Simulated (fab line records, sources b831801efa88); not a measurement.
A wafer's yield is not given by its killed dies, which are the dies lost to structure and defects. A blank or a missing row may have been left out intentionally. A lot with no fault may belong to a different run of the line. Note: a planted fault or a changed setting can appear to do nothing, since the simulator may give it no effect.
Which tool was responsible? | flow sfq_line | 14 lots, 42 wafers sampled, at 1 step of a route of 325

== WHAT THE GAUGES READ, wafer by wafer ==
The record lacks any reading of a measuring or inspecting step that a usual standard deviation could be used to judge.

== TOOL THAT RAN EACH LOT (tool first, then ch and the chambers of the sampled wafers, then the start) ==
lot  | SFQ_TRILAYER_M4_BARC_OPEN_METAL_ETCH_123
L195 | rie_metal-01 ch 0,1, day 48 18:16
L196 | rie_metal-04 ch 0, day 49 09:52
L197 | rie_metal-01 ch 0,1, day 49 13:29
L198 | rie_metal-01 ch 0,1, day 49 15:53
L202 | rie_metal-04 ch 0,1, day 53 17:49
L203 | rie_metal-04 ch 0,1, day 53 20:13
L208 | rie_metal-01 ch 0,1, day 54 09:32
L209 | rie_metal-02 ch 0,1, day 54 11:50
L212 | rie_metal-02 ch 0, day 54 23:46
L213 | rie_metal-01 ch 1, day 57 08:23
L214 | rie_metal-04 ch 0,1, day 58 15:19
L215 | rie_metal-02 ch 0,1, day 59 00:56
L216 | rie_metal-02 ch 1, day 59 13:03
L217 | rie_metal-04 ch 0,1, day 59 16:38
- SFQ_TRILAYER_M4_BARC_OPEN_METAL_ETCH_123: etches BARC in O2, target depth 125 nm, time 41.7 s.

== WHAT THE TOOLS THEMSELVES READ (means of the sampled wafers that have a number; where no wafer has one, the mark that the record gives instead) ==
SFQ_TRILAYER_M4_BARC_OPEN_METAL_ETCH_123.
lot  | tool         | drypump_motor_current_A (A) | oes_product_au (a.u.) | run_length_s (s)
L195 | rie_metal-01 | 5.61                        | 0.689                 | 70.4
L196 | rie_metal-04 | 5.80                        | 0.682                 | 69.6
L197 | rie_metal-01 | 5.59                        | 0.684                 | 70.1
L198 | rie_metal-01 | 5.60                        | 0.682                 | 70.3
L202 | rie_metal-04 | 5.87                        | 0.664                 | 73.2
L203 | rie_metal-04 | 5.89                        | 0.661                 | 73.3
L208 | rie_metal-01 | 5.60                        | 0.683                 | 70.7
L209 | rie_metal-02 | 5.50                        | 0.685                 | 69.9
L212 | rie_metal-02 | 5.68                        | 0.682                 | 70.0
L213 | rie_metal-01 | 5.62                        | 0.683                 | 70.4
L214 | rie_metal-04 | 5.88                        | 0.687                 | 69.7
L215 | rie_metal-02 | 5.59                        | 0.688                 | 70.0
L216 | rie_metal-02 | 5.39                        | 0.683                 | 70.2
L217 | rie_metal-04 | 5.88                        | 0.685                 | 69.8

== THE ANSWER, worked out from the rows above alone ==
Rule: the lots themselves supply what counts as usual. Put in order of their means at a reading, lots are off if they are a third of the lots or fewer, leave a main group of 4 or more, and stand apart from it by a gap of 3 or more times the standard deviation of the main group's means; of several such gaps the widest counts. Not used: any main group whose means are identical at the precision the tables above print for the reading. A lot without any number at a reading at which 4 lots or more have one is off too. Any other lot the step has rows for is counted as sound. First the gauges in route order, then the tools' own readings, where a lot's mean is used as printed above. The first step at which some lot is off is used, and at that step the reading that is off furthest; a lot without a number counts as furthest.
Off at SFQ_TRILAYER_M4_BARC_OPEN_METAL_ETCH_123 (run_length_s): L202, L203. The main group: mean 70.1 s, standard deviation 0.31.
A tool fits if, at that step or a process step before it, it ran every lot that is off, and no sound lot after the first of them. Of those tried, none fits.

== WHAT THE SIMULATOR PUT IN ==
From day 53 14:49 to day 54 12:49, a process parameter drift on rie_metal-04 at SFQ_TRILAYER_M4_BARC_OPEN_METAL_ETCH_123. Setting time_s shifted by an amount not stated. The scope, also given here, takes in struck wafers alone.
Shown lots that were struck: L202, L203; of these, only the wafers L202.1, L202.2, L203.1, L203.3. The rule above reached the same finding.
